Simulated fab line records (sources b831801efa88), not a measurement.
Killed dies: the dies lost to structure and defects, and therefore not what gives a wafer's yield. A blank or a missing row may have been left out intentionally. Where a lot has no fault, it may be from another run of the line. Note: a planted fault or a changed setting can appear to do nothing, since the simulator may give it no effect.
fab line records    flow sky130
record: lots: 14  wafers: 42  lastDay: 50
route steps=708 shown METAL1@454 VIA1@459 METAL2@497 VIA2@509
lots with no fault: from the same line, run without faults
startH: start of the lot's first displayed wafer, in hours after the record's first day    waitH: time in hours since the lot's previous step    " as in the row above    L1.1+2: a row that stands for several wafers    - no value, or no start given    * or withheld: withheld    < > ~ a bound
route shown NAME@n: NAME is a module with steps in the file, n the number in the route of the first one    usual: mean/standard deviation of fault-free wafers    same: alike in all rows    chamber/n: place in a boat    sites: each site's reading    _std_site: the standard deviation of these    _edge_site: the outer-site mean with the inner-site mean subtracted    radiusMm: how far each site lies from the wafer's centre    mask NAME#n: copy n    behind: the last tool/chamber to shape the wafer    hold: the reason the lot was held/the length of the hold in hours/how it ended    device: which transistor (n, p or np) failed to switch    end of line: the tests these same wafers got at the end of their route    a step without rows: its recipe alone    killed: at the first sort, the dies lost to defects and structure; wafer yield is something else    map: a wafer's dies, x killed, . not, _ none there
set.NAME: the setting as run; set.NAME@STEP: as run at that earlier step    model.NAME: the simulator's own value behind a step, which no gauge read
steps of the route over a sample of lots; a table a step, a row a wafer
services: a tool's chamber out of use, with start hour (startH, from the record's first day; less than 0 if before it), hours out, and reason
== steps ==
step: SKY_METAL1_STRIP_20
recipe: chemistry: O2/N2  powerW: 1400  pressureMtorr: 1500  platenTempC: withheld  o2FlowSccm: 3000  n2FlowSccm: 300  overashFraction: 0.5
usual: drypumpMotorCurrentA: 5.77/0.19  oesProductAu: 0.343/0.0048  stripTimeToEndpointS: 2.71/0.033
same: overashFraction: 0.5
lot.wafer  tool            chamber  startH  waitH  drypumpMotorCurrentA  oesProductAu  rfHoursCounterH  stripTimeToEndpointS
L928.1     plasmaAsher-03  1        761.65  0.1    6.26                  0.342         98               2.67
L928.3     "               1        "       "      6.26                  0.346         -                2.68
L928.5     "               1        "       "      6.26                  0.338         -                2.64
L931.1     plasmaAsher-03  0        778.51  0.1    5.62                  0.337         100              2.68
L931.4     "               1        "       "      6.25                  0.345         -                2.69
L931.5     "               1        "       "      6.26                  0.338         -                2.71
L932.1     plasmaAsher-02  0        794.80  0.1    5.70                  0.341         5                2.71
L932.2     "               1        "       "      5.87                  0.344         5                2.67
L932.3     "               1        "       "      5.86                  0.345         -                2.68
L933.2     plasmaAsher-01  1        799.98  0.1    5.72                  0.348         34               2.73
L933.5     "               1        "       "      5.74                  0.338         -                2.70
L933.6     "               0        "       "      5.60                  0.341         -                2.73
L934.2     plasmaAsher-02  1        804.60  0.1    5.89                  0.338         6                2.72
L934.3     "               0        "       "      5.69                  0.346         -                2.74
L934.5     "               1        "       "      5.90                  0.344         -                2.69
L935.1     plasmaAsher-02  0        814.35  0.1    5.70                  0.338         7                2.68
L935.2     "               1        "       "      5.92                  0.347         7                2.71
L935.4     "               1        "       "      5.89                  0.344         -                2.72
L940.3     plasmaAsher-01  0        852.00  0.1    5.65                  0.348         -                2.73
L940.5     "               1        "       "      5.78                  0.346         -                2.74
L940.6     "               0        "       "      5.68                  0.342         -                2.73
L942.2     plasmaAsher-02  0        867.95  0.1    5.70                  0.336         12               2.70
L942.3     "               0        "       "      5.69                  0.343         -                2.69
L942.6     "               0        "       "      5.70                  0.338         -                2.71
L943.2     plasmaAsher-01  0        868.28  0.1    5.60                  0.354         41               2.71
L943.4     "               1        "       "      5.74                  0.339         -                2.69
L943.5     "               0        "       "      5.58                  0.340         -                2.71
L945.1     plasmaAsher-01  0        886.26  0.1    5.63                  0.349         42               2.76
L945.2     "               1        "       "      5.75                  0.349         42               2.78
L945.4     "               0        "       "      5.63                  0.339         -                2.77
L946.1     plasmaAsher-03  0        889.00  0.1    5.59                  0.345         111              2.71
L946.3     "               0        "       "      5.62                  0.343         -                2.73
L946.5     "               1        "       "      6.24                  0.341         -                2.70
L949.1     plasmaAsher-02  0        927.65  0.1    5.70                  0.342         18               2.65
L949.2     "               1        "       "      5.90                  0.347         18               2.75
L949.3     "               0        "       "      5.69                  0.339         -                2.67
L951.2     plasmaAsher-02  1        934.33  0.1    5.91                  0.341         19               2.72
L951.3     "               1        "       "      5.92                  0.343         -                2.70
L951.6     "               1        "       "      5.89                  0.344         -                2.71
L950.3     plasmaAsher-03  0        944.27  0.1    5.63                  0.342         -                2.74
L950.5     "               0        "       "      5.60                  0.338         -                2.75
L950.6     "               1        "       "      6.26                  0.342         -                2.69
step: SKY_VIA1_THK_MEAS_01
recipe: reads: SiO2_of_VIA1_HDPCVD_00
usual: VIA1_HDPCVD_THK: 1033/10
lot.wafer  tool          chamber  startH  waitH  VIA1_HDPCVD_THK[nm]
L928.1     filmMetro-01  -        762.40  0.1    1023
L928.3     "             -        "       "      1031
L928.5     "             -        "       "      1022
L931.1     filmMetro-02  -        779.22  0.1    1030
L931.4     "             -        "       "      1030
L931.5     "             -        "       "      1027
L932.1     filmMetro-03  -        795.51  0.1    1009
L932.2     "             -        "       "      1035
L932.3     "             -        "       "      1034
L933.2     filmMetro-01  -        800.70  0.1    1019
L933.5     "             -        "       "      1025
L933.6     "             -        "       "      1019
L934.2     filmMetro-02  -        805.32  0.1    1034
L934.3     "             -        "       "      1023
L934.5     "             -        "       "      1047
L935.1     filmMetro-03  -        815.06  0.1    1036
L935.2     "             -        "       "      1051
L935.4     "             -        "       "      1040
L940.3     filmMetro-03  -        852.69  0.1    1043
L940.5     "             -        "       "      1043
L940.6     "             -        "       "      1042
L942.2     filmMetro-01  -        868.66  0.1    1025
L942.3     "             -        "       "      1024
L942.6     "             -        "       "      1024
L943.2     filmMetro-02  -        869.00  0.1    1036
L943.4     "             -        "       "      1029
L943.5     "             -        "       "      1027
L945.1     filmMetro-01  -        886.97  0.1    1022
L945.2     "             -        "       "      1042
L945.4     "             -        "       "      1033
L946.1     filmMetro-03  -        889.71  0.1    1031
L946.3     "             -        "       "      1024
L946.5     "             -        "       "      1042
L949.1     filmMetro-03  -        928.40  0.1    1023
L949.2     "             -        "       "      1046
L949.3     "             -        "       "      1055
L951.2     filmMetro-02  -        935.05  0.1    1043
L951.3     "             -        "       "      1053
L951.6     "             -        "       "      1058
L950.3     filmMetro-03  -        944.97  0.1    1038
L950.5     "             -        "       "      1035
L950.6     "             -        "       "      1047
step: SKY_METAL2_DEVELOP_14
recipe: developTimeS: 60  resist: KrF-thick  devTempC: 21
usual: chillPlateTempC: 22.96/0.098  developTimeS: 60/0  developerTempC: 20.98/0.1  resistLineTempC: 23.01/0.1
lot.wafer  tool           chamber  startH  waitH  chillPlateTempC  developTimeS  developerTempC  resistLineTempC
L928.1     lithoTrack-03  0        817     -      23.01            60            20.99           23.03
L928.3     "              0        "       "      22.94            60            21.02           23.05
L928.5     "              0        "       "      22.88            60            21.07           22.97
L931.1     lithoTrack-03  0        833     -      23.16            60            21.03           23.05
L931.4     "              0        "       "      23.07            60            20.98           23.12
L931.5     "              0        "       "      23.05            60            21.00           23.05
L932.1     lithoTrack-04  0        849     -      22.97            60            21.08           23.03
L932.2     "              0        "       "      23.03            60            21.09           22.93
L932.3     "              0        "       "      22.93            60            21.17           22.84
L933.2     lithoTrack-01  0        853     -      23.05            60            21.11           23.05
L933.5     "              0        "       "      22.97            60            21.01           22.87
L933.6     "              0        "       "      23.02            60            21.18           23.05
L934.2     lithoTrack-04  0        858     -      23.12            60            20.94           23.02
L934.3     "              0        "       "      22.98            60            20.79           23.08
L934.5     "              0        "       "      23.01            60            20.95           23.01
L935.1     lithoTrack-03  0        869     -      22.97            60            21.06           22.97
L935.2     "              0        "       "      22.97            60            21.00           23.04
L935.4     "              0        "       "      22.98            60            20.94           23.06
L940.3     lithoTrack-04  0        906     -      22.99            60            21.08           23.02
L940.5     "              0        "       "      22.88            60            21.15           22.96
L940.6     "              0        "       "      22.97            60            21.00           23.10
L942.2     lithoTrack-04  -        921     -      -                -             -               -
L942.3     "              -        "       "      -                -             -               -
L942.6     "              -        "       "      -                -             -               -
L943.2     lithoTrack-03  -        922     -      -                -             -               -
L943.4     "              -        "       "      -                -             -               -
L943.5     "              -        "       "      -                -             -               -
L945.1     lithoTrack-01  0        939     -      22.84            60            21.07           23.06
L945.2     "              0        "       "      22.91            60            20.89           22.99
L945.4     "              0        "       "      22.85            60            20.95           23.19
L946.1     lithoTrack-04  0        941     -      22.99            60            20.86           23.17
L946.3     "              0        "       "      22.94            60            20.73           23.11
L946.5     "              0        "       "      23.07            60            20.97           22.91
L949.1     lithoTrack-04  0        979     -      22.89            60            20.82           23.08
L949.2     "              0        "       "      23.01            60            20.83           23.04
L949.3     "              0        "       "      22.92            60            20.88           23.03
L951.2     lithoTrack-04  0        985     -      22.89            60            21.23           23.04
L951.3     "              0        "       "      23.12            60            21.17           22.84
L951.6     "              0        "       "      22.95            60            20.95           22.99
L950.3     lithoTrack-03  0        994     -      22.94            60            20.99           22.86
L950.5     "              0        995     -      22.95            60            21.07           22.89
L950.6     "              0        "       "      22.78            60            21.09           22.89
step: SKY_VIA2_CMP_02
recipe: material: SiO2  downForcePsi: 4  platenRpm: 60  padVelocityMS: 0.94248
usual: headPressurePsi: 3.999/0.0089  motorCurrentA: 12.0/1  platenRpm: 60.00/0.038
lot.wafer  tool    chamber  startH  waitH  headPressurePsi  motorCurrentA  platenRpm
L928.1     cmp-01  0        818.59  0.1    4.000            10.0           60.03
L928.3     "       1        "       "      4.014            12.2           60.00
L928.5     "       0        "       "      3.996            10.5           60.04
L931.4     cmp-02  2        834.55  0.0    3.994            12.3           59.94
L931.1     "       1        "       "      4.004            11.2           60.05
L931.5     "       2        "       "      4.002            10.9           60.00
L932.3     cmp-01  3        851.12  0.1    4.002            11.2           60.02
L932.2     "       0        "       "      4.007            10.3           60.04
L932.1     "       1        "       "      3.993            11.9           60.01
L933.2     cmp-02  1        855.17  0.1    3.987            11.4           60.02
L933.5     "       3        "       "      4.001            12.9           59.98
L933.6     "       0        "       "      3.997            12.8           60.03
L934.3     cmp-01  1        860.22  0.1    4.001            12.1           60.01
L934.2     "       3        "       "      4.011            11.1           60.03
L934.5     "       0        "       "      3.981            11.0           60.02
L935.4     cmp-01  0        870.53  0.1    4.003            10.7           59.96
L935.2     "       1        "       "      4.016            12.4           59.95
L935.1     "       2        "       "      4.003            13.3           59.97
L940.3     cmp-02  1        907.48  0.1    4.005            11.5           60.01
L940.6     "       0        "       "      3.997            13.3           59.96
L940.5     "       1        "       "      3.992            11.5           59.99
L945.4     cmp-01  1        940.30  0.0    4.006            12.3           60.05
L945.1     "       2        "       "      4.010            12.8           60.00
L945.2     "       3        "       "      4.003            10.9           60.02
L946.3     cmp-02  3        942.58  0.0    3.989            12.3           60.05
L946.1     "       2        "       "      3.999            11.6           59.96
L946.5     "       0        "       "      3.989            13.7           60.06
L949.2     cmp-01  2        980.93  0.0    3.993            13.1           60.02
L949.3     "       3        "       "      4.001            10.7           59.97
L949.1     "       1        "       "      3.990            11.7           60.04
L951.2     cmp-01  0        986.37  0.0    3.997            10.6           59.96
L951.3     "       3        "       "      4.012            10.7           59.99
L951.6     "       1        "       "      3.995            11.7           60.08
L950.3     cmp-02  3        996.28  0.0    4.004            12.2           60.02
L950.6     "       3        "       "      4.006            12.6           60.05
L950.5     "       0        "       "      4.007            13.8           60.03
== services ==
tool            chamber  startH  hours  kind
plasmaAsher-02  0        742.75  -      clean
plasmaAsher-02  1        742.75  -      clean
cmp-01          -        744.22  4.0    pm
cmp-01          -        748.22  -      consumableReplace:conditioner
cmp-01          -        748.22  -      consumableReplace:pad
plasmaAsher-01  -        797.23  1.4    repair
cmp-02          -        844.24  2.1    repair
cmp-02          -        847.73  1.6    repair
cmp-01          -        858.16  1.7    repair
cmp-01          -        865.34  2.3    pm
plasmaAsher-01  -        868.92  4.0    repair
plasmaAsher-01  -        873.64  1.2    repair
plasmaAsher-02  -        882.94  11.7   repair
plasmaAsher-02  -        892.36  1.6    repair
cmp-02          -        893.34  0.5    repair
cmp-02          -        900.93  1.7    repair
plasmaAsher-01  -        901.61  2.8    pm
cmp-02          -        912.00  4.0    pm
cmp-02          -        916.00  -      consumableReplace:conditioner
cmp-02          -        916.00  7.4    pm
cmp-01          -        927.79  3.9    repair
cmp-01          -        930.71  2.6    repair
plasmaAsher-01  -        959.48  1.9    repair
lithoTrack-04   -        969.00  -      consumableReplace:filter
== key ==
firstSign: step: SKY_METAL2_DEVELOP_14  reading: toolRecord  direction: missing
effect none on later readings
metAt SKY_METAL2_DEVELOP_14
struckLots L942,L943
laterRowsLeftOut L942.2,L942.3,L942.6,L943.2,L943.4,L943.5
sortLeftOut L942.2,L942.3,L942.6,L943.2,L943.4,L943.5
notActingAt SKY_METAL1_STRIP_20,SKY_VIA1_THK_MEAS_01,SKY_VIA2_CMP_02
onsetBetween 906 921
fault: kind: skippedStepWhole  tool: lithoTrack-03,lithoTrack-04  chamber: -  onsetH: 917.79  steps: SKY_METAL2_DEVELOP_14  scope: struckLotsOnly
sortLeftOut: the simulated sort isn't trusted on such a fault, so these wafers' sort isn't shown, and their yield isn't known
laterRowsLeftOut: the simulator's readings of these wafers behind a module that went badly wrong aren't trusted and aren't shown, but for the sort
